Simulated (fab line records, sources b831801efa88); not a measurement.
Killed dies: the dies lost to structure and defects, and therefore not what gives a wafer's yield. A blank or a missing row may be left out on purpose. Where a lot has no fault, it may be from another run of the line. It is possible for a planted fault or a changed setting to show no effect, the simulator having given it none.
fab line records || flow gf180mcu
record {"lots": 5, "wafers": 15, "lastDay": 34}
route steps=602 shown POLY_GATE@165
lots with no fault: from the same line, run without faults
startH: hours from the record's opening day to when the first of the lot's shown wafers began || waitH: hours since the lot's step before || " the same as in the row above || L1.1+2: a single row standing in for several wafers || - no value present, or no start provided || * or withheld: withheld || < > ~ a bound
route shown NAME@n: a module of which the file shows steps, and the number in the route of the first || usual: average and standard deviation across the fault-free wafers || same: alike in all rows || chamber/n: place in a boat || sites: each site's reading || _std_site: their standard deviation || _edge_site: inner sites' mean taken away from outer sites' mean || radiusMm: how far each site lies from the wafer's centre || mask NAME#n: copy n || behind: the last tool/chamber to shape the wafer || hold: why the lot was held/for how many hours/how that ended || device: the transistor (n, p or np) that didn't switch || end of line: tests run on the same wafers once the route is complete || where a step has no rows: the recipe by itself || killed: dies lost to structure and defects at the first sort, not the wafer's yield || map: a wafer's dies, marking killed ones x, the rest . and places with no die _
set.NAME: the run value of the setting; set.NAME@STEP: its run value at that earlier step || model.NAME: the simulator's own value behind a step, which no gauge read
lots at some steps of the route; a table a step, a row a wafer
services: from which hour (startH, from the record's first day; less than 0 if before it) a tool's chamber was out of use, for how many hours, and why
## steps
# step GF_POLY_GATE_PEB_08
# recipe {"pebTempC": 135, "pebTimeS": 90, "resist": "KrF"}
{"lot.wafer": "L079.1+2+6", "tool": "lithoTrack-01", "chamber": 0, "startH": "-", "waitH": "-"}
{"lot.wafer": "L083.3+4+5", "tool": "lithoTrack-02", "chamber": 0, "startH": "-", "waitH": "-"}
{"lot.wafer": "L086.1+2+4", "tool": "lithoTrack-02", "chamber": 0, "startH": "-", "waitH": "-"}
{"lot.wafer": "L094.2+3+6", "tool": "lithoTrack-02", "chamber": 0, "startH": "-", "waitH": "-"}
{"lot.wafer": "L097.2+3+4", "tool": "lithoTrack-02", "chamber": 0, "startH": "-", "waitH": "-"}
# step GF_POLY_GATE_DEVELOP_09
# recipe {"developTimeS": 60, "resist": "KrF", "devTempC": 21}
{"lot.wafer": "L079.1+2+6", "tool": "lithoTrack-01", "chamber": 0, "startH": 232.61, "waitH": 0.2}
{"lot.wafer": "L083.3+4+5", "tool": "lithoTrack-02", "chamber": 0, "startH": 260.69, "waitH": 0.1}
{"lot.wafer": "L086.1+2+4", "tool": "lithoTrack-02", "chamber": 0, "startH": 284.19, "waitH": 0.2}
{"lot.wafer": "L094.2+3+6", "tool": "lithoTrack-02", "chamber": 0, "startH": 336.76, "waitH": 0.2}
{"lot.wafer": "L097.2+3+4", "tool": "lithoTrack-02", "chamber": 0, "startH": 360.06, "waitH": 0.2}
# step GF_POLY_GATE_CD_MEAS_10
# recipe {"targetCdNm": 280}
# usual {"cdNm": "279.8/1.1"}
{"lot.wafer": "L079.1", "tool": "cdSem-02", "chamber": "-", "startH": 232.81, "waitH": 0.2, "cdNm": 278.1}
{"lot.wafer": "L079.2", "tool": "cdSem-02", "chamber": "-", "startH": 232.81, "waitH": 0.2, "cdNm": 278.1}
{"lot.wafer": "L079.6", "tool": "cdSem-02", "chamber": "-", "startH": 232.81, "waitH": 0.2, "cdNm": 279.1}
{"lot.wafer": "L083.3", "tool": "cdSem-02", "chamber": "-", "startH": 260.83, "waitH": 0.1, "cdNm": 280.3}
{"lot.wafer": "L083.4", "tool": "cdSem-02", "chamber": "-", "startH": 260.83, "waitH": 0.1, "cdNm": 281.0}
{"lot.wafer": "L083.5", "tool": "cdSem-02", "chamber": "-", "startH": 260.83, "waitH": 0.1, "cdNm": 280.7}
{"lot.wafer": "L086.1", "tool": "cdSem-01", "chamber": "-", "startH": 284.34, "waitH": 0.1, "cdNm": 280.9}
{"lot.wafer": "L086.2", "tool": "cdSem-01", "chamber": "-", "startH": 284.34, "waitH": 0.1, "cdNm": 279.4}
{"lot.wafer": "L086.4", "tool": "cdSem-01", "chamber": "-", "startH": 284.34, "waitH": 0.1, "cdNm": 281.9}
{"lot.wafer": "L094.2", "tool": "cdSem-02", "chamber": "-", "startH": 336.90, "waitH": 0.1, "cdNm": 279.6}
{"lot.wafer": "L094.3", "tool": "cdSem-02", "chamber": "-", "startH": 336.90, "waitH": 0.1, "cdNm": 279.7}
{"lot.wafer": "L094.6", "tool": "cdSem-02", "chamber": "-", "startH": 336.90, "waitH": 0.1, "cdNm": 278.1}
{"lot.wafer": "L097.2", "tool": "cdSem-01", "chamber": "-", "startH": 360.20, "waitH": 0.1, "cdNm": 278.4}
{"lot.wafer": "L097.3", "tool": "cdSem-01", "chamber": "-", "startH": 360.20, "waitH": 0.1, "cdNm": 278.1}
{"lot.wafer": "L097.4", "tool": "cdSem-01", "chamber": "-", "startH": 360.20, "waitH": 0.1, "cdNm": 279.6}
# step GF_POLY_GATE_OVL_MEAS_11
# usual {"POLY_GATE_OVL": "-3/6.6"}
{"lot.wafer": "L079.1", "tool": "overlay-01", "chamber": "-", "startH": 232.93, "waitH": 0.1, "POLY_GATE_OVL[nm]": 7}
{"lot.wafer": "L079.2", "tool": "overlay-01", "chamber": "-", "startH": 232.93, "waitH": 0.1, "POLY_GATE_OVL[nm]": 5}
{"lot.wafer": "L079.6", "tool": "overlay-01", "chamber": "-", "startH": 232.93, "waitH": 0.1, "POLY_GATE_OVL[nm]": -3}
{"lot.wafer": "L083.3", "tool": "overlay-01", "chamber": "-", "startH": 260.92, "waitH": 0.1, "POLY_GATE_OVL[nm]": -7}
{"lot.wafer": "L083.4", "tool": "overlay-01", "chamber": "-", "startH": 260.92, "waitH": 0.1, "POLY_GATE_OVL[nm]": -8}
{"lot.wafer": "L083.5", "tool": "overlay-01", "chamber": "-", "startH": 260.92, "waitH": 0.1, "POLY_GATE_OVL[nm]": 0}
{"lot.wafer": "L086.1", "tool": "overlay-01", "chamber": "-", "startH": 284.46, "waitH": 0.1, "POLY_GATE_OVL[nm]": 3}
{"lot.wafer": "L086.2", "tool": "overlay-01", "chamber": "-", "startH": 284.46, "waitH": 0.1, "POLY_GATE_OVL[nm]": -7}
{"lot.wafer": "L086.4", "tool": "overlay-01", "chamber": "-", "startH": 284.46, "waitH": 0.1, "POLY_GATE_OVL[nm]": -5}
{"lot.wafer": "L094.2", "tool": "overlay-01", "chamber": "-", "startH": 337.01, "waitH": 0.1, "POLY_GATE_OVL[nm]": -8}
{"lot.wafer": "L094.3", "tool": "overlay-01", "chamber": "-", "startH": 337.01, "waitH": 0.1, "POLY_GATE_OVL[nm]": -12}
{"lot.wafer": "L094.6", "tool": "overlay-01", "chamber": "-", "startH": 337.01, "waitH": 0.1, "POLY_GATE_OVL[nm]": -12}
{"lot.wafer": "L097.2", "tool": "overlay-01", "chamber": "-", "startH": 360.31, "waitH": 0.1, "POLY_GATE_OVL[nm]": -3}
{"lot.wafer": "L097.3", "tool": "overlay-01", "chamber": "-", "startH": 360.31, "waitH": 0.1, "POLY_GATE_OVL[nm]": -12}
{"lot.wafer": "L097.4", "tool": "overlay-01", "chamber": "-", "startH": 360.31, "waitH": 0.1, "POLY_GATE_OVL[nm]": -7}
# step GF_POLY_GATE_ETCH_12
# recipe {"chemistry": "N2/H2", "targetDepthA": "withheld", "overetchA": "withheld", "timeS": "withheld", "target": "BARC", "ionEnergyEv": 200, "sourceW": 480.2, "biasW": 100, "pressureMtorr": 30, "n2FlowSccm": 100, "h2FlowSccm": 200}
# usual {"drypumpMotorCurrentA": "5.6/0.59", "oesProductAu": "0.735/0.0043", "throttleValvePct": "13.215/0.0087"}
{"lot.wafer": "L079.1", "tool": "rieDiel-01", "chamber": 2, "startH": 232.96, "waitH": 0.0, "drypumpMotorCurrentA": 5.0, "oesProductAu": 0.740, "throttleValvePct": 13.224}
{"lot.wafer": "L079.2", "tool": "rieDiel-01", "chamber": 3, "startH": 232.96, "waitH": 0.0, "drypumpMotorCurrentA": 5.8, "oesProductAu": 0.737, "throttleValvePct": 13.215}
{"lot.wafer": "L079.6", "tool": "rieDiel-01", "chamber": 2, "startH": 232.96, "waitH": 0.0, "drypumpMotorCurrentA": 5.0, "oesProductAu": 0.732, "throttleValvePct": 13.205}
{"lot.wafer": "L083.3", "tool": "rieDiel-04", "chamber": 2, "startH": 260.94, "waitH": 0.0, "drypumpMotorCurrentA": 5.5, "oesProductAu": 0.729, "throttleValvePct": 13.203}
{"lot.wafer": "L083.4", "tool": "rieDiel-04", "chamber": 0, "startH": 260.94, "waitH": 0.0, "drypumpMotorCurrentA": 5.6, "oesProductAu": 0.739, "throttleValvePct": 13.231}
{"lot.wafer": "L083.5", "tool": "rieDiel-04", "chamber": 1, "startH": 260.94, "waitH": 0.0, "drypumpMotorCurrentA": 6.1, "oesProductAu": 0.734, "throttleValvePct": 13.219}
{"lot.wafer": "L086.1", "tool": "rieDiel-03", "chamber": 0, "startH": 284.49, "waitH": 0.0, "drypumpMotorCurrentA": 4.8, "oesProductAu": 0.731, "throttleValvePct": 13.218}
{"lot.wafer": "L086.2", "tool": "rieDiel-03", "chamber": 2, "startH": 284.49, "waitH": 0.0, "drypumpMotorCurrentA": 5.3, "oesProductAu": 0.738, "throttleValvePct": 13.222}
{"lot.wafer": "L086.4", "tool": "rieDiel-03", "chamber": 0, "startH": 284.49, "waitH": 0.0, "drypumpMotorCurrentA": 4.8, "oesProductAu": 0.732, "throttleValvePct": 13.202}
{"lot.wafer": "L094.2", "tool": "rieDiel-04", "chamber": 2, "startH": 337.04, "waitH": 0.0, "drypumpMotorCurrentA": 5.5, "oesProductAu": 0.732, "throttleValvePct": 13.227}
{"lot.wafer": "L094.3", "tool": "rieDiel-04", "chamber": 1, "startH": 337.04, "waitH": 0.0, "drypumpMotorCurrentA": 6.1, "oesProductAu": 0.727, "throttleValvePct": 13.218}
{"lot.wafer": "L094.6", "tool": "rieDiel-04", "chamber": 3, "startH": 337.04, "waitH": 0.0, "drypumpMotorCurrentA": 4.9, "oesProductAu": 0.738, "throttleValvePct": 13.211}
{"lot.wafer": "L097.2", "tool": "rieDiel-03", "chamber": 2, "startH": 360.34, "waitH": 0.0, "drypumpMotorCurrentA": 5.3, "oesProductAu": 0.737, "throttleValvePct": 13.226}
{"lot.wafer": "L097.3", "tool": "rieDiel-03", "chamber": 0, "startH": 360.34, "waitH": 0.0, "drypumpMotorCurrentA": 4.8, "oesProductAu": 0.736, "throttleValvePct": 13.220}
{"lot.wafer": "L097.4", "tool": "rieDiel-03", "chamber": 3, "startH": 360.34, "waitH": 0.0, "drypumpMotorCurrentA": 5.0, "oesProductAu": 0.738, "throttleValvePct": 13.218}
# step GF_POLY_GATE_ETCH_13
# recipe {"target": "poly-Si", "targetDepthNm": 198.5, "stopOn": "SiO2", "overEtchFrac": 0.403, "chemistry": "HBr/Cl2", "icpW": 400, "biasW": 100, "pressureMtorr": 10, "HBr_flow_sccm": 150, "Cl2_flow_sccm": 50, "timeS": 69.6}
# usual {"HBr_flow_sccm": "150.1/0.48", "drypumpMotorCurrentA": "5.7/0.61", "mfcCl2Sccm": "49.97/0.12", "oesProductAu": "0.991/0.008", "throttleValvePct": "33.685/0.01"}
{"lot.wafer": "L079.1", "tool": "rieSi-01", "chamber": 2, "startH": 233.01, "waitH": "-", "HBr_flow_sccm": 150.5, "drypumpMotorCurrentA": 5.2, "mfcCl2Sccm": 49.80, "oesProductAu": 0.999, "rfHoursCounterH": 60, "throttleValvePct": 33.693}
{"lot.wafer": "L079.2", "tool": "rieSi-01", "chamber": 1, "startH": 233.01, "waitH": "-", "HBr_flow_sccm": 149.4, "drypumpMotorCurrentA": 6.5, "mfcCl2Sccm": 50.01, "oesProductAu": 1.001, "rfHoursCounterH": 2, "throttleValvePct": 33.669}
{"lot.wafer": "L079.6", "tool": "rieSi-01", "chamber": 0, "startH": 233.01, "waitH": "-", "HBr_flow_sccm": 150.3, "drypumpMotorCurrentA": 4.9, "mfcCl2Sccm": 50.08, "oesProductAu": 0.993, "rfHoursCounterH": "-", "throttleValvePct": 33.675}
{"lot.wafer": "L083.3", "tool": "rieSi-01", "chamber": 3, "startH": 260.99, "waitH": "-", "HBr_flow_sccm": 149.4, "drypumpMotorCurrentA": 5.5, "mfcCl2Sccm": 49.96, "oesProductAu": 0.978, "rfHoursCounterH": 71, "throttleValvePct": 33.683}
{"lot.wafer": "L083.4", "tool": "rieSi-01", "chamber": 2, "startH": 260.99, "waitH": "-", "HBr_flow_sccm": 149.9, "drypumpMotorCurrentA": 5.2, "mfcCl2Sccm": 50.05, "oesProductAu": 0.990, "rfHoursCounterH": 61, "throttleValvePct": 33.666}
{"lot.wafer": "L083.5", "tool": "rieSi-01", "chamber": 3, "startH": 260.99, "waitH": "-", "HBr_flow_sccm": 149.2, "drypumpMotorCurrentA": 5.5, "mfcCl2Sccm": 49.93, "oesProductAu": 0.987, "rfHoursCounterH": "-", "throttleValvePct": 33.674}
{"lot.wafer": "L086.1", "tool": "rieSi-01", "chamber": 0, "startH": 284.54, "waitH": "-", "HBr_flow_sccm": 150.0, "drypumpMotorCurrentA": 4.9, "mfcCl2Sccm": 50.30, "oesProductAu": 0.989, "rfHoursCounterH": 2, "throttleValvePct": 33.675}
{"lot.wafer": "L086.2", "tool": "rieSi-01", "chamber": 1, "startH": 284.54, "waitH": "-", "HBr_flow_sccm": 150.2, "drypumpMotorCurrentA": 6.5, "mfcCl2Sccm": 49.79, "oesProductAu": 1.000, "rfHoursCounterH": 3, "throttleValvePct": 33.691}
{"lot.wafer": "L086.4", "tool": "rieSi-01", "chamber": 3, "startH": 284.54, "waitH": "-", "HBr_flow_sccm": 150.4, "drypumpMotorCurrentA": 5.5, "mfcCl2Sccm": 50.11, "oesProductAu": 1.006, "rfHoursCounterH": 71, "throttleValvePct": 33.692}
{"lot.wafer": "L094.2", "tool": "rieSi-01", "chamber": 0, "startH": 337.09, "waitH": "-", "HBr_flow_sccm": 149.9, "drypumpMotorCurrentA": 4.9, "mfcCl2Sccm": 49.90, "oesProductAu": 0.990, "rfHoursCounterH": 2, "throttleValvePct": 33.677}
{"lot.wafer": "L094.3", "tool": "rieSi-01", "chamber": 2, "startH": 337.09, "waitH": "-", "HBr_flow_sccm": 150.6, "drypumpMotorCurrentA": 5.2, "mfcCl2Sccm": 50.03, "oesProductAu": 0.991, "rfHoursCounterH": 61, "throttleValvePct": 33.699}
{"lot.wafer": "L094.6", "tool": "rieSi-01", "chamber": 0, "startH": 337.09, "waitH": "-", "HBr_flow_sccm": 149.9, "drypumpMotorCurrentA": 4.9, "mfcCl2Sccm": 49.87, "oesProductAu": 0.989, "rfHoursCounterH": "-", "throttleValvePct": 33.684}
{"lot.wafer": "L097.2", "tool": "rieSi-01", "chamber": 0, "startH": 360.39, "waitH": "-", "HBr_flow_sccm": 150.5, "drypumpMotorCurrentA": 4.9, "mfcCl2Sccm": 49.93, "oesProductAu": 1.000, "rfHoursCounterH": 2, "throttleValvePct": 33.700}
{"lot.wafer": "L097.3", "tool": "rieSi-01", "chamber": 3, "startH": 360.39, "waitH": "-", "HBr_flow_sccm": 150.4, "drypumpMotorCurrentA": 5.5, "mfcCl2Sccm": 49.83, "oesProductAu": 0.998, "rfHoursCounterH": 72, "throttleValvePct": 33.684}
{"lot.wafer": "L097.4", "tool": "rieSi-01", "chamber": 1, "startH": 360.39, "waitH": "-", "HBr_flow_sccm": 149.7, "drypumpMotorCurrentA": 6.5, "mfcCl2Sccm": 50.00, "oesProductAu": 0.995, "rfHoursCounterH": 4, "throttleValvePct": 33.697}
# step GF_POLY_GATE_STRIP_14
# recipe {"chemistry": "O2/N2", "powerW": 1400, "pressureMtorr": 1500, "platenTempC": 250, "o2FlowSccm": 3000, "n2FlowSccm": 300, "overashFraction": 0.5}
# usual {"drypumpMotorCurrentA": "5.5/0.39", "heaterPowerW": "340/40", "oesProductAu": "0.506/0.0044"}
{"lot.wafer": "L079.1", "tool": "plasmaAsher-04", "chamber": 0, "startH": 233.07, "waitH": 0.0, "drypumpMotorCurrentA": 5.6, "heaterPowerW": 284, "oesProductAu": 0.510, "rfHoursCounterH": 59}
{"lot.wafer": "L079.2", "tool": "plasmaAsher-04", "chamber": 1, "startH": 233.07, "waitH": 0.0, "drypumpMotorCurrentA": 5.6, "heaterPowerW": 331, "oesProductAu": 0.508, "rfHoursCounterH": 59}
{"lot.wafer": "L079.6", "tool": "plasmaAsher-04", "chamber": 1, "startH": 233.07, "waitH": 0.0, "drypumpMotorCurrentA": 5.6, "heaterPowerW": 338, "oesProductAu": 0.504, "rfHoursCounterH": "-"}
{"lot.wafer": "L083.3", "tool": "plasmaAsher-04", "chamber": 1, "startH": 261.08, "waitH": 0.1, "drypumpMotorCurrentA": 5.5, "heaterPowerW": 342, "oesProductAu": 0.499, "rfHoursCounterH": "-"}
{"lot.wafer": "L083.4", "tool": "plasmaAsher-04", "chamber": 0, "startH": 261.08, "waitH": 0.1, "drypumpMotorCurrentA": 5.6, "heaterPowerW": 287, "oesProductAu": 0.504, "rfHoursCounterH": "-"}
{"lot.wafer": "L083.5", "tool": "plasmaAsher-04", "chamber": 0, "startH": 261.08, "waitH": 0.1, "drypumpMotorCurrentA": 5.6, "heaterPowerW": 286, "oesProductAu": 0.508, "rfHoursCounterH": "-"}
{"lot.wafer": "L086.1", "tool": "plasmaAsher-04", "chamber": 0, "startH": 284.60, "waitH": 0.0, "drypumpMotorCurrentA": 5.6, "heaterPowerW": 287, "oesProductAu": 0.506, "rfHoursCounterH": 64}
{"lot.wafer": "L086.2", "tool": "plasmaAsher-04", "chamber": 1, "startH": 284.60, "waitH": 0.0, "drypumpMotorCurrentA": 5.6, "heaterPowerW": 336, "oesProductAu": 0.507, "rfHoursCounterH": 64}
{"lot.wafer": "L086.4", "tool": "plasmaAsher-04", "chamber": 0, "startH": 284.60, "waitH": 0.0, "drypumpMotorCurrentA": 5.6, "heaterPowerW": 278, "oesProductAu": 0.510, "rfHoursCounterH": "-"}
{"lot.wafer": "L094.2", "tool": "plasmaAsher-04", "chamber": 1, "startH": 337.15, "waitH": 0.0, "drypumpMotorCurrentA": 5.6, "heaterPowerW": 338, "oesProductAu": 0.511, "rfHoursCounterH": 70}
{"lot.wafer": "L094.3", "tool": "plasmaAsher-04", "chamber": 0, "startH": 337.15, "waitH": 0.0, "drypumpMotorCurrentA": 5.6, "heaterPowerW": 298, "oesProductAu": 0.508, "rfHoursCounterH": "-"}
{"lot.wafer": "L094.6", "tool": "plasmaAsher-04", "chamber": 1, "startH": 337.15, "waitH": 0.0, "drypumpMotorCurrentA": 5.6, "heaterPowerW": 334, "oesProductAu": 0.507, "rfHoursCounterH": "-"}
{"lot.wafer": "L097.2", "tool": "plasmaAsher-02", "chamber": 0, "startH": 360.45, "waitH": 0.0, "drypumpMotorCurrentA": 6.0, "heaterPowerW": 299, "oesProductAu": 0.504, "rfHoursCounterH": 60}
{"lot.wafer": "L097.3", "tool": "plasmaAsher-02", "chamber": 0, "startH": 360.45, "waitH": 0.0, "drypumpMotorCurrentA": 6.0, "heaterPowerW": 300, "oesProductAu": 0.508, "rfHoursCounterH": "-"}
{"lot.wafer": "L097.4", "tool": "plasmaAsher-02", "chamber": 1, "startH": 360.45, "waitH": 0.0, "drypumpMotorCurrentA": 6.2, "heaterPowerW": 370, "oesProductAu": 0.497, "rfHoursCounterH": "-"}
# step GF_POLY_GATE_CLEAN_15
# recipe {"chemistry": "SC1/SC2", "mix": "1:4:20", "tempC": 70, "timeS": 150, "dry": "n2Spin"}
{"lot.wafer": "L079.1+2+6", "tool": "wetBench-02", "chamber": 1, "startH": 233.17, "waitH": 0.1}
{"lot.wafer": "L083.3+4+5", "tool": "wetBench-04", "chamber": 3, "startH": 261.15, "waitH": 0.0}
{"lot.wafer": "L086.1+2+4", "tool": "wetBench-04", "chamber": 0, "startH": 284.70, "waitH": 0.1}
{"lot.wafer": "L094.2+3+6", "tool": "wetBench-02", "chamber": 3, "startH": 337.25, "waitH": 0.1}
{"lot.wafer": "L097.2+3+4", "tool": "wetBench-03", "chamber": 0, "startH": 360.55, "waitH": 0.1}
# step GF_POLY_GATE_OXIDATION_16
# recipe {"tempC": 850, "ambient": "O2", "stabiliseS": 600, "purgeS": 300, "targetThkA": 40, "oxTimeS": 899}
# usual {"oxTempCMax": "854.8/0.9", "spikeTcTopC": "865.8/0.99", "zonePowerCentrePct": "17.7/1.6"}
{"lot.wafer": "L079.1", "tool": "furnace-02", "chamber": 0, "startH": 233.22, "waitH": 0.0, "oxTempCMax": 855.7, "spikeTcTopC": 866.8, "zonePowerCentrePct": 19.0}
{"lot.wafer": "L079.2", "tool": "furnace-02", "chamber": 0, "startH": 233.22, "waitH": 0.0, "oxTempCMax": 855.2, "spikeTcTopC": 866.7, "zonePowerCentrePct": 19.3}
{"lot.wafer": "L079.6", "tool": "furnace-02", "chamber": 0, "startH": 233.22, "waitH": 0.0, "oxTempCMax": 855.8, "spikeTcTopC": 865.4, "zonePowerCentrePct": 19.3}
{"lot.wafer": "L083.3", "tool": "furnace-01", "chamber": 0, "startH": 261.51, "waitH": 0.3, "oxTempCMax": 856.8, "spikeTcTopC": 865.8, "zonePowerCentrePct": 16.2}
{"lot.wafer": "L083.4", "tool": "furnace-01", "chamber": 0, "startH": 261.51, "waitH": 0.3, "oxTempCMax": 855.1, "spikeTcTopC": 866.3, "zonePowerCentrePct": 16.1}
{"lot.wafer": "L083.5", "tool": "furnace-01", "chamber": 0, "startH": 261.51, "waitH": 0.3, "oxTempCMax": 855.1, "spikeTcTopC": 865.9, "zonePowerCentrePct": 16.2}
{"lot.wafer": "L086.1", "tool": "furnace-01", "chamber": 0, "startH": 285.38, "waitH": 0.6, "oxTempCMax": 855.7, "spikeTcTopC": 865.1, "zonePowerCentrePct": 16.2}
{"lot.wafer": "L086.2", "tool": "furnace-01", "chamber": 0, "startH": 285.38, "waitH": 0.6, "oxTempCMax": 854.7, "spikeTcTopC": 865.5, "zonePowerCentrePct": 16.2}
{"lot.wafer": "L086.4", "tool": "furnace-01", "chamber": 0, "startH": 285.38, "waitH": 0.6, "oxTempCMax": 854.7, "spikeTcTopC": 864.8, "zonePowerCentrePct": 16.5}
{"lot.wafer": "L094.2", "tool": "furnace-01", "chamber": 0, "startH": 338.27, "waitH": 1.0, "oxTempCMax": 854.2, "spikeTcTopC": 865.0, "zonePowerCentrePct": 16.0}
{"lot.wafer": "L094.3", "tool": "furnace-01", "chamber": 0, "startH": 338.27, "waitH": 1.0, "oxTempCMax": 856.1, "spikeTcTopC": 864.7, "zonePowerCentrePct": 16.1}
{"lot.wafer": "L094.6", "tool": "furnace-01", "chamber": 0, "startH": 338.27, "waitH": 1.0, "oxTempCMax": 854.4, "spikeTcTopC": 865.6, "zonePowerCentrePct": 16.1}
{"lot.wafer": "L097.2", "tool": "furnace-02", "chamber": 0, "startH": 361.51, "waitH": 0.9, "oxTempCMax": 855.8, "spikeTcTopC": 865.6, "zonePowerCentrePct": 19.3}
{"lot.wafer": "L097.3", "tool": "furnace-02", "chamber": 0, "startH": 361.51, "waitH": 0.9, "oxTempCMax": 855.3, "spikeTcTopC": 865.2, "zonePowerCentrePct": 19.4}
{"lot.wafer": "L097.4", "tool": "furnace-02", "chamber": 0, "startH": 361.51, "waitH": 0.9, "oxTempCMax": 854.9, "spikeTcTopC": 865.5, "zonePowerCentrePct": 19.5}
# step GF_POLY_GATE_THK_MEAS_17
# recipe {"reads": "SiO2_of_POLY_GATE_OXIDATION_16"}
# usual {"POLY_GATE_OXIDATION_THK": "4.07/0.073"}
{"lot.wafer": "L079.1", "tool": "filmMetro-04", "chamber": "-", "startH": 234.47, "waitH": 0.0, "POLY_GATE_OXIDATION_THK[nm]": 4.07}
{"lot.wafer": "L079.2", "tool": "filmMetro-04", "chamber": "-", "startH": 234.47, "waitH": 0.0, "POLY_GATE_OXIDATION_THK[nm]": 4.16}
{"lot.wafer": "L079.6", "tool": "filmMetro-04", "chamber": "-", "startH": 234.47, "waitH": 0.0, "POLY_GATE_OXIDATION_THK[nm]": 3.99}
{"lot.wafer": "L083.3", "tool": "filmMetro-02", "chamber": "-", "startH": 262.78, "waitH": 0.0, "POLY_GATE_OXIDATION_THK[nm]": 4.12}
{"lot.wafer": "L083.4", "tool": "filmMetro-02", "chamber": "-", "startH": 262.78, "waitH": 0.0, "POLY_GATE_OXIDATION_THK[nm]": 4.03}
{"lot.wafer": "L083.5", "tool": "filmMetro-02", "chamber": "-", "startH": 262.78, "waitH": 0.0, "POLY_GATE_OXIDATION_THK[nm]": 4.02}
{"lot.wafer": "L086.1", "tool": "filmMetro-01", "chamber": "-", "startH": 286.63, "waitH": 0.0, "POLY_GATE_OXIDATION_THK[nm]": 4.11}
{"lot.wafer": "L086.2", "tool": "filmMetro-01", "chamber": "-", "startH": 286.63, "waitH": 0.0, "POLY_GATE_OXIDATION_THK[nm]": 4.04}
{"lot.wafer": "L086.4", "tool": "filmMetro-01", "chamber": "-", "startH": 286.63, "waitH": 0.0, "POLY_GATE_OXIDATION_THK[nm]": 4.13}
{"lot.wafer": "L094.2", "tool": "filmMetro-02", "chamber": "-", "startH": 339.53, "waitH": 0.0, "POLY_GATE_OXIDATION_THK[nm]": 4.00}
{"lot.wafer": "L094.3", "tool": "filmMetro-02", "chamber": "-", "startH": 339.53, "waitH": 0.0, "POLY_GATE_OXIDATION_THK[nm]": 4.00}
{"lot.wafer": "L094.6", "tool": "filmMetro-02", "chamber": "-", "startH": 339.53, "waitH": 0.0, "POLY_GATE_OXIDATION_THK[nm]": 4.04}
{"lot.wafer": "L097.2", "tool": "filmMetro-01", "chamber": "-", "startH": 362.77, "waitH": 0.0, "POLY_GATE_OXIDATION_THK[nm]": 4.08}
{"lot.wafer": "L097.3", "tool": "filmMetro-01", "chamber": "-", "startH": 362.77, "waitH": 0.0, "POLY_GATE_OXIDATION_THK[nm]": 4.06}
{"lot.wafer": "L097.4", "tool": "filmMetro-01", "chamber": "-", "startH": 362.77, "waitH": 0.0, "POLY_GATE_OXIDATION_THK[nm]": 4.07}
# step GF_POLY_GATE_CD_MEAS_18
# usual {"cdNm": "279.9/1.4"}
{"lot.wafer": "L079.1", "tool": "cdSem-01", "chamber": "-", "startH": 234.53, "waitH": 0.1, "cdNm": 278.0}
{"lot.wafer": "L079.2", "tool": "cdSem-01", "chamber": "-", "startH": 234.53, "waitH": 0.1, "cdNm": 276.3}
{"lot.wafer": "L079.6", "tool": "cdSem-01", "chamber": "-", "startH": 234.53, "waitH": 0.1, "cdNm": 279.7}
{"lot.wafer": "L083.3", "tool": "cdSem-02", "chamber": "-", "startH": 262.88, "waitH": 0.1, "cdNm": 282.0}
{"lot.wafer": "L083.4", "tool": "cdSem-02", "chamber": "-", "startH": 262.88, "waitH": 0.1, "cdNm": 280.0}
{"lot.wafer": "L083.5", "tool": "cdSem-02", "chamber": "-", "startH": 262.88, "waitH": 0.1, "cdNm": 280.4}
{"lot.wafer": "L086.1", "tool": "cdSem-02", "chamber": "-", "startH": 286.69, "waitH": 0.1, "cdNm": 281.2}
{"lot.wafer": "L086.2", "tool": "cdSem-02", "chamber": "-", "startH": 286.69, "waitH": 0.1, "cdNm": 280.4}
{"lot.wafer": "L086.4", "tool": "cdSem-02", "chamber": "-", "startH": 286.69, "waitH": 0.1, "cdNm": 282.0}
{"lot.wafer": "L094.2", "tool": "cdSem-02", "chamber": "-", "startH": 339.60, "waitH": 0.1, "cdNm": 281.0}
{"lot.wafer": "L094.3", "tool": "cdSem-02", "chamber": "-", "startH": 339.60, "waitH": 0.1, "cdNm": 279.0}
{"lot.wafer": "L094.6", "tool": "cdSem-02", "chamber": "-", "startH": 339.60, "waitH": 0.1, "cdNm": 277.7}
{"lot.wafer": "L097.2", "tool": "cdSem-01", "chamber": "-", "startH": 362.85, "waitH": 0.1, "cdNm": 281.0}
{"lot.wafer": "L097.3", "tool": "cdSem-01", "chamber": "-", "startH": 362.85, "waitH": 0.1, "cdNm": 278.8}
{"lot.wafer": "L097.4", "tool": "cdSem-01", "chamber": "-", "startH": 362.85, "waitH": 0.1, "cdNm": 281.1}
## services
{"tool": "wetBench-03", "chamber": "-", "startH": 216.29, "hours": 4.2, "kind": "repair"}
{"tool": "furnace-01", "chamber": "-", "startH": 221.07, "hours": 3.8, "kind": "pm"}
{"tool": "rieDiel-04", "chamber": 3, "startH": 235.00, "hours": 4.6, "kind": "repair"}
{"tool": "rieDiel-01", "chamber": "-", "startH": 244.39, "hours": 2.8, "kind": "pm"}
{"tool": "rieDiel-03", "chamber": 1, "startH": 255.40, "hours": 70.8, "kind": "repair"}
{"tool": "rieDiel-01", "chamber": 2, "startH": 257.04, "hours": 32.9, "kind": "repair"}
{"tool": "wetBench-02", "chamber": "-", "startH": 264.04, "hours": 32.4, "kind": "pm"}
{"tool": "rieDiel-03", "chamber": 0, "startH": 283.13, "hours": 1.3, "kind": "repair"}
{"tool": "rieSi-01", "chamber": 2, "startH": 291.21, "hours": 2.9, "kind": "repair"}
{"tool": "furnace-02", "chamber": "-", "startH": 292.47, "hours": 2.5, "kind": "pm"}
{"tool": "rieDiel-04", "chamber": 1, "startH": 294.61, "hours": 9.8, "kind": "repair"}
{"tool": "plasmaAsher-02", "chamber": "-", "startH": 300.09, "hours": 7.6, "kind": "repair"}
{"tool": "rieSi-01", "chamber": "-", "startH": 308.43, "hours": 0.1, "kind": "repair"}
{"tool": "rieDiel-01", "chamber": 0, "startH": 313.17, "hours": 9.0, "kind": "repair"}
{"tool": "rieDiel-03", "chamber": 3, "startH": 326.23, "hours": "-", "kind": "clean"}
{"tool": "rieDiel-03", "chamber": 3, "startH": 326.23, "hours": 15.8, "kind": "scheduledDown"}
{"tool": "rieDiel-03", "chamber": 3, "startH": 326.23, "hours": 15.8, "kind": "ventCycle"}
{"tool": "rieDiel-04", "chamber": 0, "startH": 336.95, "hours": 3.5, "kind": "repair"}
{"tool": "furnace-01", "chamber": "-", "startH": 342.19, "hours": 3.0, "kind": "pm"}
{"tool": "rieDiel-01", "chamber": 2, "startH": 346.84, "hours": 22.9, "kind": "repair"}
{"tool": "rieDiel-04", "chamber": 1, "startH": 348.12, "hours": 3.3, "kind": "repair"}
## key
fault none
